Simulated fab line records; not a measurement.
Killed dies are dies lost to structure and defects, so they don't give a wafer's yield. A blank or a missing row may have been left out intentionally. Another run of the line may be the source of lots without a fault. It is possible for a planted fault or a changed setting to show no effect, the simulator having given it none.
fab line records ; flow gf180mcu
record: lots: 24; wafers: 72; last_day: 34
route steps=602 shown V2@404 V3@430 M4@458
lots that met no fault: from a run of the same line without faults
start_h: the number of hours between the record's first day and the start of the first shown wafer of the lot ; wait_h: time in hours since the lot's previous step ; " same as the row above ; L1.1+2: a single row standing in for several wafers ; - no value, or no start given ; * or withheld: withheld ; < > ~ a bound
route shown NAME@n: names a module that has steps shown in the file, with the first one's number in the route ; usual: mean/standard deviation taken from wafers without a fault ; same: alike in all rows ; chamber/n: place in a boat ; sites: readings site by site ; _std_site: the standard deviation of these ; _edge_site: the outer-site mean with the inner-site mean subtracted ; radius_mm: how far each site lies from the wafer's centre ; mask NAME#n: copy n ; behind: the last tool/chamber to shape the wafer ; hold: cause of the lot's hold/its duration in hours/its outcome ; device: which transistor (n, p or np) failed to switch ; end of line: the tests these same wafers got at the end of their route ; step lacking rows: just its recipe ; killed: dies that structure and defects cost at the first sort, which is not the same as the wafer's yield ; map: per-die view of a wafer (x killed, . not killed, _ where there is no die)
set.NAME: the run value of the setting; set.NAME@STEP: its run value at that earlier step ; model.NAME: the simulator's own value behind a step, which no gauge read
the route's steps for a sample of lots (tables are steps, rows are wafers)
services: a tool's chamber out of use, with start hour (start_h, from the record's first day; less than 0 if before it), hours out, and reason
== steps ==
step: GF_V2_SPUTTER_22
recipe: material: TiN; target_thk_nm: 10; chamber_pressure_pa: 5; power_w: 4000; time_s: 40
usual: throttle_valve_pct: 30.1/0.87
lot.wafer;tool;chamber;start_h;wait_h;throttle_valve_pct
L074.1;pvd_sputter-01;-;461.34;0.0;30.8
L074.4;pvd_sputter-01;-;461.34;0.0;32.0
L074.6;pvd_sputter-01;-;461.34;0.0;29.7
L075.1;pvd_sputter-04;-;471.47;0.0;29.9
L075.2;pvd_sputter-04;-;471.47;0.0;29.6
L075.4;pvd_sputter-04;-;471.47;0.0;29.0
L076.1;pvd_sputter-03;-;473.03;0.0;29.9
L076.2;pvd_sputter-03;-;473.03;0.0;30.0
L076.4;pvd_sputter-03;-;473.03;0.0;29.8
L077.4;pvd_sputter-03;-;489.89;0.0;30.0
L077.5;pvd_sputter-03;-;489.89;0.0;29.8
L077.6;pvd_sputter-03;-;489.89;0.0;29.9
L078.1;pvd_sputter-04;-;506.58;0.0;29.3
L078.4;pvd_sputter-04;-;506.58;0.0;30.2
L078.5;pvd_sputter-04;-;506.58;0.0;29.4
L079.1;pvd_sputter-01;-;520.52;0.0;29.4
L079.2;pvd_sputter-01;-;520.52;0.0;31.9
L079.3;pvd_sputter-01;-;520.52;0.0;30.6
L080.1;pvd_sputter-01;-;521.47;0.0;32.0
L080.4;pvd_sputter-01;-;521.47;0.0;31.1
L080.5;pvd_sputter-01;-;521.47;0.0;32.0
L083.1;pvd_sputter-04;-;550.92;0.0;29.5
L083.2;pvd_sputter-04;-;550.92;0.0;29.2
L083.3;pvd_sputter-04;-;550.92;0.0;30.0
L081.1;pvd_sputter-03;-;551.96;0.0;30.1
L081.2;pvd_sputter-03;-;551.96;0.0;29.9
L081.3;pvd_sputter-03;-;551.96;0.0;31.2
L082.2;pvd_sputter-01;-;552.82;0.0;29.5
L082.4;pvd_sputter-01;-;552.82;0.0;31.8
L082.6;pvd_sputter-01;-;552.82;0.0;29.4
L084.1;pvd_sputter-04;-;569.57;0.0;29.1
L084.5;pvd_sputter-04;-;569.57;0.0;29.8
L084.6;pvd_sputter-04;-;569.57;0.0;29.0
L085.1;pvd_sputter-03;-;571.96;0.0;31.2
L085.3;pvd_sputter-03;-;571.96;0.0;29.9
L085.5;pvd_sputter-03;-;571.96;0.0;29.7
L086.3;pvd_sputter-04;-;572.52;0.0;28.9
L086.5;pvd_sputter-04;-;572.52;0.0;30.0
L086.6;pvd_sputter-04;-;572.52;0.0;30.0
L088.1;pvd_sputter-04;-;579.46;0.0;29.0
L088.4;pvd_sputter-04;-;579.46;0.0;28.9
L088.5;pvd_sputter-04;-;579.46;0.0;29.7
L087.2;pvd_sputter-03;-;581.12;0.0;29.9
L087.3;pvd_sputter-03;-;581.12;0.0;30.1
L087.5;pvd_sputter-03;-;581.12;0.0;29.7
L091.4;pvd_sputter-03;-;596.80;0.0;29.7
L091.5;pvd_sputter-03;-;596.80;0.0;29.8
L091.6;pvd_sputter-03;-;596.80;0.0;31.0
L089.1;pvd_sputter-04;-;601.26;0.0;29.7
L089.3;pvd_sputter-04;-;601.26;0.0;29.1
L089.5;pvd_sputter-04;-;601.26;0.0;28.8
L090.3;pvd_sputter-03;-;601.58;0.0;29.7
L090.4;pvd_sputter-03;-;601.58;0.0;31.2
L090.5;pvd_sputter-03;-;601.58;0.0;30.1
L092.4;pvd_sputter-01;-;607.85;0.0;31.1
L092.5;pvd_sputter-01;-;607.85;0.0;30.7
L092.6;pvd_sputter-01;-;607.85;0.0;29.7
L093.2;pvd_sputter-04;-;614.90;0.0;29.0
L093.3;pvd_sputter-04;-;614.90;0.0;29.9
L093.5;pvd_sputter-04;-;614.90;0.0;29.3
L094.1;pvd_sputter-04;-;616.18;0.0;28.7
L094.5;pvd_sputter-04;-;616.18;0.0;29.2
L094.6;pvd_sputter-04;-;616.18;0.0;29.5
L095.4;pvd_sputter-01;-;625.03;0.0;31.9
L095.5;pvd_sputter-01;-;625.03;0.0;31.0
L095.6;pvd_sputter-01;-;625.03;0.0;31.1
L096.1;pvd_sputter-01;-;630.40;0.0;32.2
L096.3;pvd_sputter-01;-;630.40;0.0;30.5
L096.4;pvd_sputter-01;-;630.40;0.0;32.1
L097.2;pvd_sputter-04;-;639.21;0.0;29.6
L097.3;pvd_sputter-04;-;639.21;0.0;29.8
L097.5;pvd_sputter-04;-;639.21;0.0;29.2
step: GF_V2_CVD_23
recipe: material: W; target_thk_nm: 350; time_s: 104.94; temp_c: 400; pressure_torr: 40
usual: heater_power_w: 842/73
lot.wafer;tool;chamber;start_h;wait_h;heater_power_w
L074.1;cvd_w-01;0;461.38;0.0;758
L074.4;cvd_w-01;0;461.38;0.0;754
L074.6;cvd_w-01;0;461.38;0.0;762
L075.1;cvd_w-01;1;471.50;0.0;959
L075.2;cvd_w-01;0;471.50;0.0;764
L075.4;cvd_w-01;1;471.50;0.0;928
L076.1;cvd_w-02;0;473.07;0.0;816
L076.2;cvd_w-02;1;473.07;0.0;837
L076.4;cvd_w-02;0;473.07;0.0;845
L077.4;cvd_w-01;0;489.97;0.1;750
L077.5;cvd_w-01;0;489.97;0.1;752
L077.6;cvd_w-01;1;489.97;0.1;943
L078.1;cvd_w-01;0;506.62;0.0;726
L078.4;cvd_w-01;0;506.62;0.0;746
L078.5;cvd_w-01;1;506.62;0.0;1004
L079.1;cvd_w-02;0;520.56;0.0;816
L079.2;cvd_w-02;0;520.56;0.0;827
L079.3;cvd_w-02;0;520.56;0.0;832
L080.1;cvd_w-02;0;521.51;0.0;798
L080.4;cvd_w-02;0;521.51;0.0;834
L080.5;cvd_w-02;0;521.51;0.0;809
L083.1;cvd_w-02;0;550.96;0.0;833
L083.2;cvd_w-02;1;550.96;0.0;837
L083.3;cvd_w-02;0;550.96;0.0;819
L081.1;cvd_w-01;0;552.00;0.0;745
L081.2;cvd_w-01;1;552.00;0.0;964
L081.3;cvd_w-01;1;552.00;0.0;973
L082.2;cvd_w-02;0;552.86;0.0;809
L082.4;cvd_w-02;0;552.86;0.0;823
L082.6;cvd_w-02;0;552.86;0.0;771
L084.1;cvd_w-01;1;569.61;0.0;988
L084.5;cvd_w-01;0;569.61;0.0;760
L084.6;cvd_w-01;1;569.61;0.0;974
L085.1;cvd_w-02;1;572.00;0.0;827
L085.3;cvd_w-02;0;572.00;0.0;823
L085.5;cvd_w-02;1;572.00;0.0;820
L086.3;cvd_w-01;1;572.60;0.1;982
L086.5;cvd_w-01;0;572.60;0.1;774
L086.6;cvd_w-01;1;572.60;0.1;970
L088.1;cvd_w-02;0;579.50;0.0;797
L088.4;cvd_w-02;1;579.50;0.0;848
L088.5;cvd_w-02;1;579.50;0.0;842
L087.2;cvd_w-02;0;581.16;0.0;837
L087.3;cvd_w-02;1;581.16;0.0;836
L087.5;cvd_w-02;0;581.16;0.0;833
L091.4;cvd_w-02;1;596.88;0.1;808
L091.5;cvd_w-02;1;596.88;0.1;816
L091.6;cvd_w-02;0;596.88;0.1;821
L089.1;cvd_w-01;1;601.30;0.0;973
L089.3;cvd_w-01;0;601.30;0.0;762
L089.5;cvd_w-01;0;601.30;0.0;770
L090.3;cvd_w-02;0;601.66;0.1;837
L090.4;cvd_w-02;1;601.66;0.1;858
L090.5;cvd_w-02;1;601.66;0.1;866
L092.4;cvd_w-02;0;607.93;0.1;819
L092.5;cvd_w-02;0;607.93;0.1;850
L092.6;cvd_w-02;1;607.93;0.1;834
L093.2;cvd_w-01;1;614.98;0.1;992
L093.3;cvd_w-01;1;614.98;0.1;955
L093.5;cvd_w-01;1;614.98;0.1;966
L094.1;cvd_w-02;1;616.22;0.0;837
L094.5;cvd_w-02;0;616.22;0.0;823
L094.6;cvd_w-02;1;616.22;0.0;834
L095.4;cvd_w-01;0;625.08;0.0;773
L095.5;cvd_w-01;0;625.08;0.0;769
L095.6;cvd_w-01;1;625.08;0.0;975
L096.1;cvd_w-02;0;630.44;0.0;844
L096.3;cvd_w-02;1;630.44;0.0;838
L096.4;cvd_w-02;0;630.44;0.0;809
L097.2;cvd_w-02;1;639.25;0.0;855
L097.3;cvd_w-02;1;639.25;0.0;840
L097.5;cvd_w-02;0;639.25;0.0;800
step: GF_V2_THK_MEAS_25
recipe: thk_meas_gauge: xrf; reads: W_of_V2_CVD_23
usual: V2_W_THK: 342/6.7
lot.wafer;tool;chamber;start_h;wait_h;V2_W_THK[nm]
L074.1;film_metro-02;-;461.73;0.1;346
L074.4;film_metro-02;-;461.73;0.1;344
L074.6;film_metro-02;-;461.73;0.1;347
L075.1;film_metro-03;-;471.74;0.1;363
L075.2;film_metro-03;-;471.74;0.1;347
L075.4;film_metro-03;-;471.74;0.1;355
L076.1;film_metro-02;-;473.30;0.1;346
L076.2;film_metro-02;-;473.30;0.1;342
L076.4;film_metro-02;-;473.30;0.1;345
L077.4;film_metro-03;-;490.20;0.1;341
L077.5;film_metro-03;-;490.20;0.1;339
L077.6;film_metro-03;-;490.20;0.1;350
L078.1;film_metro-03;-;506.94;0.1;341
L078.4;film_metro-03;-;506.94;0.1;341
L078.5;film_metro-03;-;506.94;0.1;356
L079.1;film_metro-03;-;520.91;0.1;340
L079.2;film_metro-03;-;520.91;0.1;343
L079.3;film_metro-03;-;520.91;0.1;341
L080.1;film_metro-03;-;521.86;0.1;340
L080.4;film_metro-03;-;521.86;0.1;343
L080.5;film_metro-03;-;521.86;0.1;345
L083.1;film_metro-01;-;551.19;0.1;340
L083.2;film_metro-01;-;551.19;0.1;336
L083.3;film_metro-01;-;551.19;0.1;339
L081.1;film_metro-02;-;552.23;0.1;337
L081.2;film_metro-02;-;552.23;0.1;352
L081.3;film_metro-02;-;552.23;0.1;352
L082.2;film_metro-02;-;553.10;0.1;340
L082.4;film_metro-02;-;553.10;0.1;340
L082.6;film_metro-02;-;553.10;0.1;343
L084.1;film_metro-01;-;569.84;0.1;353
L084.5;film_metro-01;-;569.84;0.1;340
L084.6;film_metro-01;-;569.84;0.1;349
L085.1;film_metro-02;-;572.23;0.1;336
L085.3;film_metro-02;-;572.23;0.1;337
L085.5;film_metro-02;-;572.23;0.1;331
L086.3;film_metro-01;-;572.81;0.1;346
L086.5;film_metro-01;-;572.81;0.1;334
L086.6;film_metro-01;-;572.81;0.1;345
L088.1;film_metro-03;-;579.73;0.1;341
L088.4;film_metro-03;-;579.73;0.1;342
L088.5;film_metro-03;-;579.73;0.1;339
L087.2;film_metro-01;-;581.40;0.1;338
L087.3;film_metro-01;-;581.40;0.1;334
L087.5;film_metro-01;-;581.40;0.1;338
L091.4;film_metro-03;-;597.10;0.1;336
L091.5;film_metro-03;-;597.10;0.1;338
L091.6;film_metro-03;-;597.10;0.1;340
L089.1;film_metro-01;-;601.53;0.1;356
L089.3;film_metro-01;-;601.53;0.1;335
L089.5;film_metro-01;-;601.53;0.1;340
L090.3;film_metro-02;-;601.92;0.1;343
L090.4;film_metro-02;-;601.92;0.1;344
L090.5;film_metro-02;-;601.92;0.1;339
L092.4;film_metro-03;-;608.15;0.1;340
L092.5;film_metro-03;-;608.15;0.1;340
L092.6;film_metro-03;-;608.15;0.1;335
L093.2;film_metro-01;-;615.30;0.1;357
L093.3;film_metro-01;-;615.30;0.1;356
L093.5;film_metro-01;-;615.30;0.1;357
L094.1;film_metro-01;-;616.45;0.1;337
L094.5;film_metro-01;-;616.45;0.1;338
L094.6;film_metro-01;-;616.45;0.1;337
L095.4;film_metro-03;-;625.31;0.1;334
L095.5;film_metro-03;-;625.31;0.1;332
L095.6;film_metro-03;-;625.31;0.1;347
L096.1;film_metro-01;-;630.68;0.1;339
L096.3;film_metro-01;-;630.68;0.1;338
L096.4;film_metro-01;-;630.68;0.1;342
L097.2;film_metro-01;-;639.49;0.1;340
L097.3;film_metro-01;-;639.49;0.1;335
L097.5;film_metro-01;-;639.49;0.1;336
step: GF_V3_THK_MEAS_01
recipe: reads: SiO2_of_V3_CVD_00
usual: V3_CVD_00_THK: 598/6.6
lot.wafer;tool;chamber;start_h;wait_h;V3_CVD_00_THK[nm]
L074.1;film_metro-03;-;487.02;0.0;600
L074.4;film_metro-03;-;487.02;0.0;593
L074.6;film_metro-03;-;487.02;0.0;602
L075.1;film_metro-04;-;496.38;0.0;591
L075.2;film_metro-04;-;496.38;0.0;594
L075.4;film_metro-04;-;496.38;0.0;599
L076.1;film_metro-03;-;498.17;0.0;581
L076.2;film_metro-03;-;498.17;0.0;594
L076.4;film_metro-03;-;498.17;0.0;589
L077.4;film_metro-04;-;514.50;0.0;589
L077.5;film_metro-04;-;514.50;0.0;601
L077.6;film_metro-04;-;514.50;0.0;601
L078.1;film_metro-04;-;531.92;0.0;598
L078.4;film_metro-04;-;531.92;0.0;599
L078.5;film_metro-04;-;531.92;0.0;599
L079.1;film_metro-04;-;544.10;0.0;585
L079.2;film_metro-04;-;544.10;0.0;587
L079.3;film_metro-04;-;544.10;0.0;581
L080.1;film_metro-04;-;545.05;0.0;597
L080.4;film_metro-04;-;545.05;0.0;601
L080.5;film_metro-04;-;545.05;0.0;596
L083.1;film_metro-03;-;574.18;0.0;612
L083.2;film_metro-03;-;574.18;0.0;611
L083.3;film_metro-03;-;574.18;0.0;608
L081.1;film_metro-04;-;575.77;0.0;597
L081.2;film_metro-04;-;575.77;0.0;601
L081.3;film_metro-04;-;575.77;0.0;606
L082.2;film_metro-03;-;576.24;0.0;602
L082.4;film_metro-03;-;576.24;0.0;606
L082.6;film_metro-03;-;576.24;0.0;606
L084.1;film_metro-04;-;592.72;0.0;600
L084.5;film_metro-04;-;592.72;0.0;590
L084.6;film_metro-04;-;592.72;0.0;594
L085.1;film_metro-04;-;595.32;0.0;580
L085.3;film_metro-04;-;595.32;0.0;592
L085.5;film_metro-04;-;595.32;0.0;596
L086.3;film_metro-02;-;595.79;0.1;607
L086.5;film_metro-02;-;595.79;0.1;597
L086.6;film_metro-02;-;595.79;0.1;600
L088.1;film_metro-02;-;602.56;0.0;597
L088.4;film_metro-02;-;602.56;0.0;600
L088.5;film_metro-02;-;602.56;0.0;605
L087.2;film_metro-02;-;603.52;0.0;606
L087.3;film_metro-02;-;603.52;0.0;596
L087.5;film_metro-02;-;603.52;0.0;597
L091.4;film_metro-03;-;618.65;0.0;596
L091.5;film_metro-03;-;618.65;0.0;600
L091.6;film_metro-03;-;618.65;0.0;599
L089.1;film_metro-04;-;623.01;0.0;601
L089.3;film_metro-04;-;623.01;0.0;599
L089.5;film_metro-04;-;623.01;0.0;598
L090.3;film_metro-04;-;624.12;0.1;586
L090.4;film_metro-04;-;624.12;0.1;602
L090.5;film_metro-04;-;624.12;0.1;592
L092.4;film_metro-02;-;630.09;0.0;597
L092.5;film_metro-02;-;630.09;0.0;595
L092.6;film_metro-02;-;630.09;0.0;589
L093.2;film_metro-04;-;636.07;0.0;608
L093.3;film_metro-04;-;636.07;0.0;596
L093.5;film_metro-04;-;636.07;0.0;594
L094.1;film_metro-04;-;637.22;0.0;584
L094.5;film_metro-04;-;637.22;0.0;597
L094.6;film_metro-04;-;637.22;0.0;593
L095.4;film_metro-03;-;645.96;0.0;593
L095.5;film_metro-03;-;645.96;0.0;602
L095.6;film_metro-03;-;645.96;0.0;595
L096.1;film_metro-02;-;651.58;0.0;603
L096.3;film_metro-02;-;651.58;0.0;595
L096.4;film_metro-02;-;651.58;0.0;592
L097.2;film_metro-04;-;660.43;0.0;598
L097.3;film_metro-04;-;660.43;0.0;605
L097.5;film_metro-04;-;660.43;0.0;602
step: GF_V3_THK_MEAS_25
recipe: thk_meas_gauge: xrf; reads: W_of_V3_CVD_23
usual: V3_W_THK: 342/8.2
lot.wafer;tool;chamber;start_h;wait_h;V3_W_THK[nm]
L074.1;film_metro-04;-;512.17;0.1;347
L074.4;film_metro-04;-;512.17;0.1;346
L074.6;film_metro-04;-;512.17;0.1;348
L075.1;film_metro-04;-;521.39;0.1;355
L075.2;film_metro-04;-;521.39;0.1;335
L075.4;film_metro-04;-;521.39;0.1;355
L076.1;film_metro-04;-;523.26;0.1;332
L076.2;film_metro-04;-;523.26;0.1;355
L076.4;film_metro-04;-;523.26;0.1;355
L077.4;film_metro-03;-;538.64;0.1;335
L077.5;film_metro-03;-;538.64;0.1;339
L077.6;film_metro-03;-;538.64;0.1;334
L078.1;film_metro-04;-;555.44;0.1;338
L078.4;film_metro-04;-;555.44;0.1;347
L078.5;film_metro-04;-;555.44;0.1;345
L079.1;film_metro-04;-;567.59;0.1;345
L079.2;film_metro-04;-;567.59;0.1;340
L079.3;film_metro-04;-;567.59;0.1;342
L080.1;film_metro-04;-;568.51;0.1;331
L080.4;film_metro-04;-;568.51;0.1;356
L080.5;film_metro-04;-;568.51;0.1;353
L083.1;film_metro-03;-;597.59;0.1;355
L083.2;film_metro-03;-;597.59;0.1;333
L083.3;film_metro-03;-;597.59;0.1;351
L081.1;film_metro-03;-;598.58;0.1;352
L081.2;film_metro-03;-;598.58;0.1;340
L081.3;film_metro-03;-;598.58;0.1;337
L082.2;film_metro-02;-;598.91;0.1;330
L082.4;film_metro-02;-;598.91;0.1;328
L082.6;film_metro-02;-;598.91;0.1;350
L084.1;film_metro-02;-;614.49;0.1;344
L084.5;film_metro-02;-;614.49;0.1;350
L084.6;film_metro-02;-;614.49;0.1;345
L085.1;film_metro-03;-;617.61;0.1;342
L085.3;film_metro-03;-;617.61;0.1;341
L085.5;film_metro-03;-;617.61;0.1;335
L086.3;film_metro-04;-;618.10;0.1;349
L086.5;film_metro-04;-;618.10;0.1;355
L086.6;film_metro-04;-;618.10;0.1;352
L088.1;film_metro-04;-;624.57;0.1;337
L088.4;film_metro-04;-;624.57;0.1;356
L088.5;film_metro-04;-;624.57;0.1;351
L087.2;film_metro-03;-;624.92;0.1;341
L087.3;film_metro-03;-;624.92;0.1;339
L087.5;film_metro-03;-;624.92;0.1;329
L091.4;film_metro-04;-;640.02;0.1;339
L091.5;film_metro-04;-;640.02;0.1;342
L091.6;film_metro-04;-;640.02;0.1;338
L089.1;film_metro-02;-;644.00;0.1;347
L089.3;film_metro-02;-;644.00;0.1;335
L089.5;film_metro-02;-;644.00;0.1;344
L090.3;film_metro-02;-;644.74;0.1;344
L090.4;film_metro-02;-;644.74;0.1;333
L090.5;film_metro-02;-;644.74;0.1;329
L092.4;film_metro-04;-;650.71;0.1;336
L092.5;film_metro-04;-;650.71;0.1;354
L092.6;film_metro-04;-;650.71;0.1;332
L093.2;film_metro-04;-;656.96;0.1;328
L093.3;film_metro-04;-;656.96;0.1;350
L093.5;film_metro-04;-;656.96;0.1;350
L094.1;film_metro-03;-;658.65;0.1;332
L094.5;film_metro-03;-;658.65;0.1;330
L094.6;film_metro-03;-;658.65;0.1;352
L095.4;film_metro-03;-;667.06;0.1;340
L095.5;film_metro-03;-;667.06;0.1;342
L095.6;film_metro-03;-;667.06;0.1;338
L096.1;film_metro-03;-;672.54;0.1;331
L096.3;film_metro-03;-;672.54;0.1;332
L096.4;film_metro-03;-;672.54;0.1;335
L097.2;film_metro-04;-;681.14;0.1;337
L097.3;film_metro-04;-;681.14;0.1;350
L097.5;film_metro-04;-;681.14;0.1;356
step: GF_M4_SPUTTER_02
recipe: material: AlCu; target_thk_nm: 450; power_w: 10600; time_s: 23.9; chamber_pressure_pa: 0.4
usual: throttle_valve_pct: 29.5/0.98
lot.wafer;tool;chamber;start_h;wait_h;throttle_valve_pct
L074.1;pvd_sputter-04;-;512.66;0.0;30.1
L074.4;pvd_sputter-04;-;512.66;0.0;29.7
L074.6;pvd_sputter-04;-;512.66;0.0;28.8
L075.1;pvd_sputter-02;-;521.88;0.0;30.7
L075.2;pvd_sputter-02;-;521.88;0.0;29.8
L075.4;pvd_sputter-02;-;521.88;0.0;27.4
L076.1;pvd_sputter-02;-;523.94;0.0;27.3
L076.2;pvd_sputter-02;-;523.94;0.0;30.0
L076.4;pvd_sputter-02;-;523.94;0.0;29.9
L077.4;pvd_sputter-02;-;539.10;0.0;27.3
L077.5;pvd_sputter-02;-;539.10;0.0;28.9
L077.6;pvd_sputter-02;-;539.10;0.0;27.4
L078.1;pvd_sputter-04;-;555.93;0.0;28.9
L078.4;pvd_sputter-04;-;555.93;0.0;29.4
L078.5;pvd_sputter-04;-;555.93;0.0;29.4
L079.1;pvd_sputter-02;-;568.08;0.0;30.8
L079.2;pvd_sputter-02;-;568.08;0.0;29.7
L079.3;pvd_sputter-02;-;568.08;0.0;27.3
L080.1;pvd_sputter-03;-;569.00;0.0;31.1
L080.4;pvd_sputter-03;-;569.00;0.0;29.8
L080.5;pvd_sputter-03;-;569.00;0.0;29.8
L083.1;pvd_sputter-02;-;598.08;0.0;28.4
L083.2;pvd_sputter-02;-;598.08;0.0;30.8
L083.3;pvd_sputter-02;-;598.08;0.0;29.8
L081.1;pvd_sputter-04;-;599.07;0.0;29.3
L081.2;pvd_sputter-04;-;599.07;0.0;29.6
L081.3;pvd_sputter-04;-;599.07;0.0;29.0
L082.2;pvd_sputter-03;-;599.39;0.0;29.7
L082.4;pvd_sputter-03;-;599.39;0.0;31.0
L082.6;pvd_sputter-03;-;599.39;0.0;31.1
L084.1;pvd_sputter-02;-;614.98;0.0;30.8
L084.5;pvd_sputter-02;-;614.98;0.0;28.6
L084.6;pvd_sputter-02;-;614.98;0.0;30.4
L085.1;pvd_sputter-04;-;618.10;0.0;29.1
L085.3;pvd_sputter-04;-;618.10;0.0;29.9
L085.5;pvd_sputter-04;-;618.10;0.0;29.3
L086.3;pvd_sputter-03;-;618.57;0.0;29.9
L086.5;pvd_sputter-03;-;618.57;0.0;29.8
L086.6;pvd_sputter-03;-;618.57;0.0;30.0
L088.1;pvd_sputter-04;-;625.06;0.0;29.8
L088.4;pvd_sputter-04;-;625.06;0.0;29.8
L088.5;pvd_sputter-04;-;625.06;0.0;29.1
L087.2;pvd_sputter-03;-;625.40;0.0;31.0
L087.3;pvd_sputter-03;-;625.40;0.0;30.0
L087.5;pvd_sputter-03;-;625.40;0.0;29.7
L091.4;pvd_sputter-04;-;640.48;0.0;30.0
L091.5;pvd_sputter-04;-;640.48;0.0;30.0
L091.6;pvd_sputter-04;-;640.48;0.0;28.9
L089.1;pvd_sputter-04;-;644.49;0.0;29.7
L089.3;pvd_sputter-04;-;644.49;0.0;29.2
L089.5;pvd_sputter-04;-;644.49;0.0;29.2
L090.3;pvd_sputter-02;-;645.21;0.0;29.9
L090.4;pvd_sputter-02;-;645.21;0.0;28.4
L090.5;pvd_sputter-02;-;645.21;0.0;30.6
L092.4;pvd_sputter-02;-;651.17;0.0;29.8
L092.5;pvd_sputter-02;-;651.17;0.0;27.2
L092.6;pvd_sputter-02;-;651.17;0.0;30.0
L093.2;pvd_sputter-02;-;657.44;0.0;28.8
L093.3;pvd_sputter-02;-;657.44;0.0;29.7
L093.5;pvd_sputter-02;-;657.44;0.0;29.9
L094.1;pvd_sputter-02;-;659.14;0.0;29.8
L094.5;pvd_sputter-02;-;659.14;0.0;30.7
L094.6;pvd_sputter-02;-;659.14;0.0;28.4
L095.4;pvd_sputter-02;-;667.52;0.0;30.4
L095.5;pvd_sputter-02;-;667.52;0.0;28.6
L095.6;pvd_sputter-02;-;667.52;0.0;30.4
L096.1;pvd_sputter-04;-;673.03;0.0;29.9
L096.3;pvd_sputter-04;-;673.03;0.0;29.3
L096.4;pvd_sputter-04;-;673.03;0.0;29.8
L097.2;pvd_sputter-04;-;681.62;0.0;28.8
L097.3;pvd_sputter-04;-;681.62;0.0;29.1
L097.5;pvd_sputter-04;-;681.62;0.0;30.0
== services ==
tool;chamber;start_h;hours;kind
cvd_w-02;-;441.44;6.9;pm
cvd_w-01;-;448.34;4.3;pm
cvd_w-01;1;455.81;7.5;repair
cvd_w-02;1;492.66;34.6;repair
pvd_sputter-03;-;512.25;1.0;repair
pvd_sputter-02;1;515.50;-;consumable_replace:kit
pvd_sputter-02;1;515.50;18.0;scheduled_down
pvd_sputter-02;1;515.50;18.0;vent_cycle
pvd_sputter-03;-;519.83;20.9;repair
pvd_sputter-04;-;522.68;4.2;repair
pvd_sputter-03;2;543.06;-;consumable_replace:kit
pvd_sputter-04;2;570.77;-;consumable_replace:kit
pvd_sputter-04;2;570.77;18.0;scheduled_down
pvd_sputter-04;2;570.77;18.0;vent_cycle
cvd_w-01;-;574.61;2.8;pm
pvd_sputter-04;-;590.77;3.4;repair
pvd_sputter-02;-;592.20;4.6;repair
cvd_w-01;-;602.74;1.1;repair
pvd_sputter-02;-;605.02;3.2;repair
cvd_w-01;0;607.79;10.3;repair
cvd_w-01;1;635.03;8.8;repair
pvd_sputter-03;-;665.66;4.7;repair
pvd_sputter-03;-;671.52;2.2;repair
cvd_w-02;-;678.90;2.8;pm
== key ==
fault none
